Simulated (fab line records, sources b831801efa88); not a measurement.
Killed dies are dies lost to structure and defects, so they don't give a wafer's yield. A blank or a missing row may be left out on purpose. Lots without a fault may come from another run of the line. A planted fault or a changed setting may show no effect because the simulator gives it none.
Which tool did it? | flow sky130 | 12 lots, 36 wafers sampled, at 1 step of a route of 708

WHAT THE GAUGES READ, wafer by wafer
SKY_METAL4_CD_MEAS_13: target cd 300 nm.
lot  | measured     | on        | cd_nm (nm)
L791 | day 41 18:00 | cd_sem-01 | 298.5 298.9 297.5
L792 | day 41 20:18 | cd_sem-01 | 299.6 299.3 298.6
L793 | day 42 12:10 | cd_sem-01 | 298.1 297.2 297.3
L795 | day 43 02:17 | cd_sem-01 | 300.4 300.4 301.0
L797 | day 43 17:58 | cd_sem-02 | 298.1 298.0 298.3
L799 | day 44 08:38 | cd_sem-02 | 303.4 302.0 301.7
L800 | day 44 14:23 | cd_sem-01 | 300.6 300.0 299.8
L801 | day 44 19:23 | cd_sem-02 | 303.4 302.5 302.4
L805 | day 46 03:42 | cd_sem-02 | 298.3 296.9 297.3
L807 | day 46 07:10 | cd_sem-01 | 301.0 300.2 301.0
L812 | day 47 10:01 | cd_sem-01 | 299.7 300.6 299.2
L811 | day 47 14:58 | cd_sem-02 | 300.1 300.9 300.1

WHICH TOOL RAN EACH LOT (tool, then ch and the chambers of the sampled wafers, then the start)
The record holds no process step before these readings.

WHAT THE TOOLS THEMSELVES READ (means of the sampled wafers that have a number; where no wafer has one, the mark that the record gives instead)
The record holds no such reading with a usual standard deviation.

THE ANSWER, worked out from the rows above alone
Rule: what is usual is taken from the lots themselves. Put in order of their means at a reading, lots are off if they are a third of the lots or fewer, leave a main group of 4 or more, and stand apart from it by a gap of 3 or more times the standard deviation of the main group's means; of several such gaps the widest counts. A main group whose means are all the same, to the digits that the tables above print for the reading, isn't used. A lot without any number at a reading at which 4 lots or more have one is off too. The other lots that the step has rows for count as sound. The gauges are gone through in route order, then the tools' own readings, and for those a lot's mean is taken as printed above. The first step at which some lot is off is used, and at that step the reading that is off furthest; a lot without a number counts as furthest.
No lot is off at any reading shown: from this, nothing can be told.

WHAT THE SIMULATOR HAD PUT IN
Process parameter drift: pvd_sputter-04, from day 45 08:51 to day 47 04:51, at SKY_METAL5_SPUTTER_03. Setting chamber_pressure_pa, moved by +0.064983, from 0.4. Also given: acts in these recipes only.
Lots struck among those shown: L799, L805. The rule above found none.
